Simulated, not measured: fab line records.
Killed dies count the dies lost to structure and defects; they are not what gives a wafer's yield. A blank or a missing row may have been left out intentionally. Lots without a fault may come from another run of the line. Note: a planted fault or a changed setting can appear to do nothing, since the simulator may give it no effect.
fab line records	flow gf180mcu
record: lots: 12	wafers: 36	last_day: 34
route steps=602 shown SALICIDE@280 CONTACT@287
lots that met no fault: from a run of the same line without faults
start_h: hours from the record's opening day to when the first of the lot's shown wafers began	wait_h: how many hours have passed since the lot's step before this one	" same as the row above	L1.1+2: one row covering several wafers at once	- no value, or no start was given	* or withheld: withheld	< > ~ a bound
route shown NAME@n: NAME is a module with steps in the file, n the number in the route of the first one	usual: mean/standard deviation taken from wafers without a fault	same: alike in all rows	chamber/n: place in a boat	sites: each site's reading	_std_site: the values' standard deviation	_edge_site: inner sites' mean taken away from outer sites' mean	radius_mm: how far each site lies from the wafer's centre	mask NAME#n: copy n	behind: the most recent tool/chamber to have shaped the wafer	hold: cause of the lot's hold/its duration in hours/its outcome	device: the transistor (n, p or np) that didn't switch	end of line: the same wafers' tests at the end of the route	a step without rows: its recipe alone	killed: the dies lost at the first sort to structure and to defects; this is not the yield of the wafer	map: per-die view of a wafer (x killed, . not killed, _ where there is no die)
set.NAME: the run value of the setting; set.NAME@STEP: its run value at that earlier step	model.NAME: the simulator's own value behind a step, which no gauge read
one table for each step of the route and one row for each wafer, over a sample of lots
services: from which hour (start_h, from the record's first day; less than 0 if before it) a tool's chamber was out of use, for how many hours, and why
== steps ==
step: GF_SALICIDE_SPUTTER_02
recipe: material: Co	target_thk_nm: 10	power_w: 1000	time_s: 20	chamber_pressure_pa: 0.4
usual: chamber_pressure_pa: 0.4000/0.00081	throttle_valve_pct: 30.3/0.85
same: time_s: 20
lot.wafer	tool	chamber	start_h	wait_h	chamber_pressure_pa	throttle_valve_pct
L463.1	pvd_sputter-04	-	337.67	0.0	0.4011	30.5
L463.4	"	-	"	"	0.3997	30.8
L463.6	"	-	"	"	0.4004	30.6
L464.1	pvd_sputter-01	-	353.68	0.0	0.4003	29.3
L464.3	"	-	"	"	0.4002	32.0
L464.5	"	-	"	"	0.4006	29.2
L466.1	pvd_sputter-01	-	362.77	0.0	0.4012	30.3
L466.3	"	-	"	"	0.4015	32.2
L466.4	"	-	"	"	0.4008	30.3
L467.3	pvd_sputter-02	-	377.83	0.0	0.3996	30.2
L467.4	"	-	"	"	0.4001	29.7
L467.5	"	-	"	"	0.3991	29.1
L469.3	pvd_sputter-01	-	398.72	0.0	0.3988	30.4
L469.5	"	-	"	"	0.3993	30.2
L469.6	"	-	"	"	0.3990	30.3
L473.1	pvd_sputter-02	-	426.53	0.0	0.4018	31.3
L473.2	"	-	"	"	0.4012	30.3
L473.6	"	-	"	"	0.4003	29.1
L476.1	pvd_sputter-02	-	454.72	0.0	0.3992	31.6
L476.5	"	-	"	"	0.3998	29.2
L476.6	"	-	"	"	0.3998	31.6
L480.2	pvd_sputter-01	-	487.17	0.0	0.4005	29.3
L480.4	"	-	"	"	0.3993	30.7
L480.5	"	-	"	"	0.3995	30.4
L483.1	pvd_sputter-01	-	512.28	0.0	0.3999	32.1
L483.2	"	-	"	"	0.4007	30.3
L483.3	"	-	"	"	0.3997	29.5
L482.1	pvd_sputter-04	-	512.61	0.0	0.3992	29.9
L482.2	"	-	"	"	0.4023	30.8
L482.6	"	-	"	"	0.3992	30.0
L484.1	pvd_sputter-04	-	517.63	0.0	0.4000	30.0
L484.4	"	-	"	"	0.4008	30.3
L484.6	"	-	"	"	0.4001	30.6
L486.1	pvd_sputter-01	-	535.43	0.0	0.4000	32.2
L486.3	"	-	"	"	0.3998	30.1
L486.4	"	-	"	"	0.4005	30.4
step: GF_CONTACT_CVD_00
recipe: material: SiO2	target_thk_nm: 300	sigma_open_frac: 0.3	temp_c: 400	time_s: 50	sih4_flow_sccm: 60	pressure_mtorr: 6
usual: sih4_flow_sccm: 59.98/0.18
same: time_s: 50
lot.wafer	tool	chamber	start_h	wait_h	sih4_flow_sccm
L463.1	hdpcvd-01	1	338.20	0.1	59.98
L463.4	"	2	"	"	59.59
L463.6	"	1	"	"	59.98
L464.1	hdpcvd-01	1	354.20	0.1	59.81
L464.3	"	2	"	"	60.19
L464.5	"	2	"	"	60.28
L466.1	hdpcvd-01	1	363.29	0.1	59.78
L466.3	"	0	"	"	60.06
L466.4	"	2	"	"	60.11
L467.3	hdpcvd-01	2	378.36	0.1	60.22
L467.4	"	1	"	"	60.00
L467.5	"	0	"	"	60.16
L469.3	hdpcvd-02	2	399.25	0.1	59.97
L469.5	"	2	"	"	59.91
L469.6	"	0	"	"	59.70
L473.1	hdpcvd-02	2	431.46	0.1	60.36
L473.2	"	0	"	"	60.57
L473.6	"	0	"	"	60.54
L476.1	hdpcvd-02	0	455.24	0.1	59.75
L476.5	"	0	"	"	59.93
L476.6	"	1	"	"	60.18
L480.2	hdpcvd-02	0	487.79	0.1	47.93
L480.4	"	0	"	"	48.09
L480.5	"	1	"	"	60.21
L483.1	hdpcvd-01	0	512.80	0.1	60.08
L483.2	"	2	"	"	60.02
L483.3	"	1	"	"	60.10
L482.1	hdpcvd-02	2	513.14	0.1	59.80
L482.2	"	0	"	"	48.08
L482.6	"	2	"	"	60.02
L484.1	hdpcvd-01	2	518.36	0.2	59.69
L484.4	"	2	"	"	59.63
L484.6	"	1	"	"	60.17
L486.1	hdpcvd-01	1	535.95	0.1	60.12
L486.3	"	0	"	"	59.88
L486.4	"	1	"	"	60.03
step: GF_CONTACT_THK_MEAS_01
recipe: reads: SiO2_of_CONTACT_CVD_00
usual: CONTACT_CVD_00_THK: 299/3.1
lot.wafer	tool	chamber	start_h	wait_h	CONTACT_CVD_00_THK[nm]
L463.1	film_metro-01	-	338.24	0.0	300
L463.4	"	-	"	"	302
L463.6	"	-	"	"	302
L464.1	film_metro-03	-	354.25	0.0	303
L464.3	"	-	"	"	302
L464.5	"	-	"	"	302
L466.1	film_metro-03	-	363.34	0.0	304
L466.3	"	-	"	"	302
L466.4	"	-	"	"	299
L467.3	film_metro-04	-	378.42	0.0	299
L467.4	"	-	"	"	300
L467.5	"	-	"	"	302
L469.3	film_metro-03	-	399.32	0.0	300
L469.5	"	-	"	"	299
L469.6	"	-	"	"	298
L473.1	film_metro-03	-	431.51	0.0	290
L473.2	"	-	"	"	293
L473.6	"	-	"	"	293
L476.1	film_metro-03	-	455.29	0.0	296
L476.5	"	-	"	"	296
L476.6	"	-	"	"	296
L480.2	film_metro-01	-	487.85	0.0	237
L480.4	"	-	"	"	239
L480.5	"	-	"	"	298
L483.1	film_metro-01	-	512.85	0.0	303
L483.2	"	-	"	"	299
L483.3	"	-	"	"	299
L482.1	film_metro-01	-	513.18	0.0	299
L482.2	"	-	"	"	240
L482.6	"	-	"	"	297
L484.1	film_metro-04	-	518.41	0.0	296
L484.4	"	-	"	"	297
L484.6	"	-	"	"	299
L486.1	film_metro-03	-	536.00	0.0	294
L486.3	"	-	"	"	296
L486.4	"	-	"	"	293
step: GF_CONTACT_ETCH_17
recipe: chemistry: C4F8/O2/Ar	mask_material: KrF	target: SiO2	stop_on: CoSi2	source_w: 1500	bias_w: 1200	pressure_mtorr: 40	c4f8_flow_sccm: withheld	O2_flow_sccm: 6	Ar_flow_sccm: 300	time_s: withheld	target_depth_a: 8600
usual: oes_product_au: 0.814/0.0045
lot.wafer	tool	chamber	start_h	wait_h	oes_product_au
L463.1	rie_diel-02	2	-	-	0.814
L463.4	"	1	"	"	0.817
L463.6	"	3	"	"	0.812
L464.1	rie_diel-01	1	-	-	0.811
L464.3	"	2	"	"	0.816
L464.5	"	1	"	"	0.809
L466.1	rie_diel-04	1	-	-	0.818
L466.3	"	0	"	"	0.821
L466.4	"	3	"	"	0.811
L467.3	rie_diel-02	0	-	-	0.806
L467.4	"	2	"	"	0.817
L467.5	"	0	"	"	0.809
L469.3	rie_diel-02	1	-	-	0.814
L469.5	"	1	"	"	0.813
L469.6	"	0	"	"	0.816
L473.1	rie_diel-04	2	-	-	0.807
L473.2	"	3	"	"	0.812
L473.6	"	3	"	"	0.809
L476.1	rie_diel-01	0	-	-	0.819
L476.5	"	1	"	"	0.817
L476.6	"	0	"	"	0.815
L480.2	rie_diel-01	1	-	-	0.786
L480.4	"	2	"	"	0.783
L480.5	"	1	"	"	0.811
L483.1	rie_diel-02	1	-	-	0.814
L483.2	"	2	"	"	0.818
L483.3	"	3	"	"	0.818
L482.1	rie_diel-01	0	-	-	0.819
L482.2	"	3	"	"	0.785
L482.6	"	1	"	"	0.810
L484.1	rie_diel-04	1	-	-	0.815
L484.4	"	0	"	"	0.811
L484.6	"	2	"	"	0.814
L486.1	rie_diel-01	2	-	-	0.810
L486.3	"	1	"	"	0.812
L486.4	"	0	"	"	0.800
step: GF_CONTACT_STRIP_18
recipe: chemistry: O2/N2	power_w: 1400	pressure_mtorr: 1500	platen_temp_c: 250	o2_flow_sccm: 3000	n2_flow_sccm: 300	overash_fraction: 0.5
usual: drypump_motor_current_A: 5.9/0.38	heater_power_w: 365/38	oes_product_au: 0.579/0.0047
same: overash_fraction: 0.5
lot.wafer	tool	chamber	start_h	wait_h	drypump_motor_current_A	heater_power_w	oes_product_au	rf_hours_counter_h
L463.1	plasma_asher-01	0	361.39	-	6.6	327	0.573	27
L463.4	"	1	"	"	6.2	336	0.577	-
L463.6	"	1	"	"	6.2	339	0.585	-
L464.1	plasma_asher-02	0	378.01	-	5.6	398	0.578	72
L464.3	"	0	"	"	5.6	383	0.584	-
L464.5	"	1	"	"	5.8	411	0.569	-
L466.1	plasma_asher-01	1	387.44	-	6.2	346	0.586	29
L466.3	"	1	"	"	6.2	339	0.572	-
L466.4	"	0	"	"	6.6	337	0.575	-
L467.3	plasma_asher-03	0	402.12	-	5.5	309	0.581	-
L467.4	"	1	"	"	5.5	324	0.577	-
L467.5	"	0	"	"	5.5	313	0.576	-
L469.3	plasma_asher-02	1	423.78	-	5.8	414	0.584	-
L469.5	"	0	"	"	5.6	383	0.577	-
L469.6	"	1	"	"	5.8	408	0.580	-
L473.1	plasma_asher-02	1	456.84	-	5.8	411	0.572	80
L473.2	"	0	"	"	5.6	388	0.577	80
L473.6	"	0	"	"	5.6	399	0.576	-
L476.1	plasma_asher-02	1	480.49	-	5.8	412	0.584	83
L476.5	"	0	"	"	5.6	388	0.570	-
L476.6	"	1	"	"	5.8	407	0.581	-
L480.2	plasma_asher-03	0	512.49	-	5.5	307	0.581	78
L480.4	"	0	"	"	5.4	312	0.580	-
L480.5	"	1	"	"	5.5	328	0.565	-
L483.1	plasma_asher-02	0	536.64	-	5.6	388	0.582	89
L483.2	"	1	"	"	5.8	408	0.585	89
L483.3	"	1	"	"	5.8	405	0.585	-
L482.1	plasma_asher-02	1	536.96	-	5.8	411	0.580	89
L482.2	"	0	"	"	5.6	396	0.578	89
L482.6	"	0	"	"	5.6	384	0.588	-
L484.1	plasma_asher-02	1	542.09	-	5.8	416	0.580	90
L484.4	"	0	"	"	5.6	388	0.587	-
L484.6	"	0	"	"	5.6	402	0.580	-
L486.1	plasma_asher-02	0	559.30	-	5.6	384	0.581	91
L486.3	"	0	"	"	5.6	395	0.579	-
L486.4	"	1	"	"	5.8	414	0.579	-
step: GF_CONTACT_CMP_27
recipe: stop_on: SiO2	down_force_psi: 3.5	platen_rpm: 60	t_overpolish_s: 15	target_thk_nm: 0	pad_velocity_m_s: 0.94248
usual: motor_current_A: 11.1/1.1	overpolish_run_s: 14.999/0.0089	platen_rpm: 60.00/0.037	time_to_endpoint_s: 70.6/2.2
lot.wafer	tool	chamber	start_h	wait_h	motor_current_A	overpolish_run_s	platen_rpm	time_to_endpoint_s
L463.4	cmp-01	0	362.09	0.0	10.7	14.989	59.96	68.7
L463.1	"	1	"	"	10.4	15.015	59.98	65.4
L463.6	"	0	"	"	10.5	15.009	59.97	67.5
L464.3	cmp-01	2	378.68	0.0	11.3	14.993	59.99	69.2
L464.1	"	3	"	"	9.5	14.994	60.00	71.1
L464.5	"	2	"	"	11.0	14.985	59.95	70.1
L466.3	cmp-02	3	388.12	0.0	12.5	14.992	59.98	66.3
L466.4	"	0	"	"	12.2	14.993	59.96	73.7
L466.1	"	1	"	"	10.9	14.985	60.01	71.0
L467.4	cmp-02	3	402.87	0.0	12.3	14.995	60.04	68.6
L467.3	"	2	"	"	9.5	14.995	59.99	68.6
L467.5	"	0	"	"	12.4	14.996	60.07	70.2
L469.3	cmp-01	0	424.42	0.0	10.2	15.001	59.98	70.4
L469.6	"	0	"	"	10.4	14.992	60.08	70.5
L469.5	"	1	"	"	10.8	14.993	59.98	68.9
L473.1	cmp-02	1	457.63	0.1	11.3	15.011	60.02	74.1
L473.2	"	2	"	"	9.7	14.992	60.02	72.0
L473.6	"	2	"	"	9.2	15.010	59.93	72.6
L476.1	cmp-01	0	481.27	0.1	9.6	14.986	60.02	70.8
L476.6	"	0	"	"	10.6	15.004	60.02	71.6
L476.5	"	1	"	"	11.6	15.003	60.03	72.0
L480.4	cmp-01	0	513.42	0.1	11.0	15.010	60.03	71.9
L480.2	"	2	"	"	11.6	15.018	59.96	72.3
L480.5	"	3	"	"	10.0	15.000	59.99	70.8
L483.2	cmp-02	3	537.37	0.1	12.5	15.002	59.96	70.5
L483.3	"	0	"	"	12.2	15.005	59.98	70.3
L483.1	"	1	"	"	11.4	14.996	60.05	70.2
L482.2	cmp-01	1	537.68	0.1	10.7	15.003	59.94	69.3
L482.1	"	3	"	"	9.4	14.992	60.00	69.6
L482.6	"	1	"	"	10.6	15.010	60.11	69.0
L484.4	cmp-01	2	542.82	0.1	11.6	15.005	60.02	70.5
L484.1	"	0	"	"	10.6	15.004	60.02	69.6
L484.6	"	2	"	"	11.7	14.997	60.03	69.8
L486.4	cmp-02	1	559.98	0.0	11.6	14.991	60.01	73.2
L486.1	"	2	"	"	10.1	14.998	60.07	73.2
L486.3	"	0	"	"	11.3	15.005	60.03	74.6
== services ==
tool	chamber	start_h	hours	kind
rie_diel-01	3	330.39	3.7	repair
cmp-02	-	355.76	3.8	pm
rie_diel-01	0	370.01	12.9	repair
hdpcvd-02	1	378.53	3.5	repair
cmp-01	-	393.68	7.8	pm
hdpcvd-01	-	398.83	0.5	repair
rie_diel-01	-	401.08	1.0	repair
hdpcvd-02	1	403.62	6.6	repair
cmp-02	-	407.30	4.0	pm
hdpcvd-02	1	418.71	6.0	repair
cmp-02	-	419.89	0.5	repair
cmp-02	-	422.19	3.5	repair
cmp-02	-	447.43	0.5	repair
cmp-01	-	459.28	0.3	repair
hdpcvd-01	-	498.29	2.8	pm
rie_diel-01	-	501.26	0.3	repair
cmp-01	-	502.14	0.9	repair
cmp-01	-	520.97	0.2	repair
hdpcvd-01	-	529.57	0.3	repair
pvd_sputter-01	-	536.18	1.1	repair
hdpcvd-01	-	539.25	15.0	pm
pvd_sputter-01	-	543.70	4.9	repair
cmp-01	-	553.92	4.2	pm
hdpcvd-01	2	556.58	10.9	repair
== key ==
first_sign: step: GF_CONTACT_CVD_00	reading: sih4_flow_sccm	direction: down	sigmas: 65	usual: 59.98	struck: 48.03
effect: step: GF_CONTACT_THK_MEAS_01	reading: CONTACT_CVD_00_THK	direction: down	sigmas: 20	usual: 299	struck: 238
effect: step: GF_CONTACT_ETCH_17	reading: oes_product_au	direction: down	sigmas: 6.7	usual: 0.814	struck: 0.784
met_at GF_CONTACT_CVD_00
struck_lots L480,L482
struck_wafers L480.2,L480.4,L482.2
tester_left_out L480,L482
not_acting_at GF_SALICIDE_SPUTTER_02,GF_CONTACT_STRIP_18,GF_CONTACT_CMP_27
onset_between 455.24 487.79
fault: kind: process_parameter_drift	tool: hdpcvd-02	chamber: 0	onset_h: 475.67	steps: GF_CONTACT_CVD_00	channel: sih4_flow_sccm	offset: -12	shape: step	end_h: 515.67	acts_in: these_recipes_only	stated: 60
tester_left_out: of these lots the tester's yield and bins aren't shown, on N5 and GAA mostly nor the transistor test; their killed dies are dies lost to structure and defects alone, not to doping, threshold or leakage, so they don't give the yield
